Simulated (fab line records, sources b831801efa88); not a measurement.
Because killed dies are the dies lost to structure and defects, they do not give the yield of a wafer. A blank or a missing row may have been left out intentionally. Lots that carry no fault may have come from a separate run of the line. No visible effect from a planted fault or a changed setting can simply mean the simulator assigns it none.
8D (eight disciplines) problem report, filled in by code :: flow gf180mcu :: the parts of the form that need people (team, actions taken, sign-off) are left out

== 1. WHAT IS WRONG ==
head pressure psi at GF_CONTACT_CMP_27 reads a mean of 3.176 psi on 6 wafers of 2 lots; wafers without a fault read 3.500 psi with a standard deviation of 0.008. That is -41 standard deviations from the usual mean.
The step: polishes, stops on SiO2, t overpolish 15 s, target thk 0 nm.
Seen first at day 21 03:56 on cmp-01, wafer L824.4. The record has a number at this step for 42 wafers belonging to 14 lots. Rule for "out" (also "out of limits"): further than 4 standard deviations from the usual mean. The rest of the wafers with a number are treated as sound.

== 2. WHAT IT IS; WHAT IT IS NOT ==
question: which readings at this step
is: head pressure psi
is not: motor current A, overpolish run s

question: which lots
is: L824, L825
is not: L812, L813, L815, L816, L817, L819, L820, L821, L832, L833, L834, L835

question: which wafers of those lots
is: all that have a number
is not: -

question: read on which tools
is: cmp-01
is not: cmp-02

question: when
is: from day 21 03:56
is not: up to then (24 sound wafers); but 12 sound wafers of L832, L833, L834, L835 came after

== 3. THE SUSPECTS, EACH WITH WHAT RULES IT OUT ==
Counting: a tool stays on the suspect list if, at a process step up to the reading, it processed all lots that are out and no sound lot following the first of them.
- cmp-01 at GF_CONTACT_CMP_27 (polishes, stops on SiO2, t overpolish 15 s, target thk 0 nm): ruled out as a lasting fault. The sound lots L833 went through it after L824, its earliest lot that is out (day 21 03:56).
Left after counting: nothing in the record.

== 4. THE CAUSE (what the simulator had put in) ==
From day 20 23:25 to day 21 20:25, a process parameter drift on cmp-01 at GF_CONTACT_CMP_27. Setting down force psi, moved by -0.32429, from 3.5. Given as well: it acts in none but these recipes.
Counting ruled it out, wrongly.

== 5. SEQUENCE OF EFFECTS, ordered by route ==
One row per reading whose mean, taken over the struck wafers that have a number, lies over 3 standard deviations from the usual. Only readings whose record carries a usual standard deviation are examined. hours: median over the lots of the time between each lot's start at the first step of this table that gives one and its start at this step. sigmas: the change, counted in usual standard deviations.
hours: 0
step: GF_CONTACT_CMP_27
reading: head pressure psi
usual: 3.500 psi
on struck wafers: 3.176
change: -0.324
sigmas: -41
Its process steps:
- GF_CONTACT_CMP_27: polishes, stops on SiO2, t overpolish 15 s, target thk 0 nm.

== 6. HOW IT WOULD HAVE BEEN CAUGHT EARLIER ==
5 hours passed between the start of the fault at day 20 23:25 and the first reading out of limits in this record, taken at day 21 03:56.
